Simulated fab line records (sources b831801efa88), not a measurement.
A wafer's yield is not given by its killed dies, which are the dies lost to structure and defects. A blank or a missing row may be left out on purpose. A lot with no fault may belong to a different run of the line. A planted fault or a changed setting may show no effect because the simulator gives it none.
Shared-tool check	flow sky130	Sample size 11 lots and 33 wafers

== THE REASON FOR OPENING IT ==
At SKY_VIA3_THK_MEAS_01 the reading VIA3_HDPCVD_THK is flagged on 2 of 11 lots. Wafers without a fault read 1625 nm, standard deviation 15.
Rule: a lot is flagged in two cases, either no wafer of it has a number, or all its wafers with numbers fall more than 4 standard deviations from that mean. The rest of the lots are taken to be sound.

lot	measured	on	VIA3_HDPCVD_THK (nm), wafer by wafer	flag
L202	day 38 14:20	film-metro-01	1620 1626 1621	
L203	day 39 07:26	film-metro-02	1623 1628 1609	
L208	day 40 19:35	film-metro-01	1623 1623 1618	
L209	day 41 07:05	film-metro-01	1628 1622 1614	
L212	day 42 01:28	film-metro-01	1624 1624 1617	
L213	day 42 02:25	film-metro-01	1535 1550 1542	FLAGGED
L214	day 42 12:25	film-metro-01	1618 1634 1632	
L215	day 42 17:16	film-metro-03	1545 1528 1534	FLAGGED
L220	day 44 04:20	film-metro-01	1628 1642 1637	
L221	day 44 06:26	film-metro-02	1655 1648 1640	
L225	day 45 17:09	film-metro-02	1625 1629 1622	
Average over the flagged lots: 1539 nm; offset from the usual -86 nm, equal to -6 standard deviations.

== WHICH TOOL RAN EACH LOT ==
The record holds 3 process steps before the reading, out of a route of 708 steps. Each cell gives the tool, then ch followed by the chambers the sampled wafers passed through, then the start.
lot	flag	SKY_CAPM_STRIP_14	SKY_METAL3_STRIP_19	SKY_VIA3_HDPCVD_00
L202		plasma-asher-03 ch 0,1, day 37 10:38	plasma-asher-01 ch 0,1, day 38 13:34	hdpcvd-02 ch 0,1,2, day 38 14:10
L203		plasma-asher-03 ch 0,1, day 38 04:44	plasma-asher-04 ch 0,1, day 39 06:37	hdpcvd-01 ch 0,1,2, day 39 07:15
L208		plasma-asher-03 ch 0, day 39 16:40	plasma-asher-01 ch 0,1, day 40 18:29	hdpcvd-02 ch 0,1,2, day 40 19:25
L209		plasma-asher-02 ch 0,1, day 40 05:44	plasma-asher-04 ch 0,1, day 41 06:19	hdpcvd-01 ch 1,2, day 41 06:55
L212		plasma-asher-04 ch 0,1, day 40 23:10	plasma-asher-04 ch 0,1, day 42 00:38	hdpcvd-01 ch 1,2, day 42 01:16
L213	FLAGGED	plasma-asher-02 ch 0,1, day 40 23:33	plasma-asher-01 ch 0,1, day 42 01:15	hdpcvd-01 ch 0,1,2, day 42 02:14
L214		plasma-asher-04 ch 0,1, day 41 10:50	plasma-asher-04 ch 0,1, day 42 11:40	hdpcvd-02 ch 0,1,2, day 42 12:15
L215	FLAGGED	plasma-asher-02 ch 0,1, day 41 16:03	plasma-asher-02 ch 0,1, day 42 16:30	hdpcvd-01 ch 0,1, day 42 17:05
L220		plasma-asher-04 ch 0,1, day 43 03:20	plasma-asher-04 ch 1, day 44 03:34	hdpcvd-02 ch 0,2, day 44 04:10
L221		plasma-asher-02 ch 0,1, day 43 05:59	plasma-asher-04 ch 0,1, day 44 05:40	hdpcvd-02 ch 0,2, day 44 06:16
L225		plasma-asher-04 ch 0,1, day 44 17:53	plasma-asher-04 ch 0,1, day 45 16:23	hdpcvd-01 ch 1,2, day 45 16:59
What is done by these steps:
- SKY_CAPM_STRIP_14: strips in O2/N2.
- SKY_METAL3_STRIP_19: strips in O2/N2.
- SKY_VIA3_HDPCVD_00: deposits SiO2, target thk 1635 nm, time 272.5 s.
- SKY_VIA3_THK_MEAS_01

== FLAGGED OVER TOTAL, TOOL BY TOOL (the gauges that took the reading come last) ==
step	tool	lots run	flagged	share of the flagged lots	sound lots run after its first flagged lot
SKY_CAPM_STRIP_14	plasma-asher-02	4	2	all	1 (L221)
SKY_CAPM_STRIP_14	plasma-asher-03	3	0	none	-
SKY_CAPM_STRIP_14	plasma-asher-04	4	0	none	-
SKY_METAL3_STRIP_19	plasma-asher-01	3	1	some	0
SKY_METAL3_STRIP_19	plasma-asher-02	1	1	some	0
SKY_METAL3_STRIP_19	plasma-asher-04	7	0	none	-
SKY_VIA3_HDPCVD_00	hdpcvd-01	6	2	all	1 (L225)
SKY_VIA3_HDPCVD_00	hdpcvd-02	5	0	none	-
SKY_VIA3_THK_MEAS_01	film-metro-01	7	1	some	2 (L214,L220)
SKY_VIA3_THK_MEAS_01	film-metro-02	3	0	none	-
SKY_VIA3_THK_MEAS_01	film-metro-03	1	1	some	0

== WHAT THE TABLE ALLOWS ==
In 2 table rows, all flagged lots were run: plasma-asher-02 (SKY_CAPM_STRIP_14), hdpcvd-01 (SKY_VIA3_HDPCVD_00).
- plasma-asher-02 at SKY_CAPM_STRIP_14 ran 4 lots, 2 of them flagged. Sound lots ran on it after the first flagged one (L221), which a lasting fault on the whole tool wouldn't allow.
- hdpcvd-01 at SKY_VIA3_HDPCVD_00 ran 6 lots, 2 of them flagged. Sound lots ran on it after the first flagged one (L225), which a lasting fault on the whole tool wouldn't allow. Its own readings lie more than 4 standard deviations out on every wafer of the flagged lots: run-length-s.
There is no row in the table that ran each flagged lot and no sound lot after the first.

== WHAT HAD BEEN PUT IN BY THE SIMULATOR ==
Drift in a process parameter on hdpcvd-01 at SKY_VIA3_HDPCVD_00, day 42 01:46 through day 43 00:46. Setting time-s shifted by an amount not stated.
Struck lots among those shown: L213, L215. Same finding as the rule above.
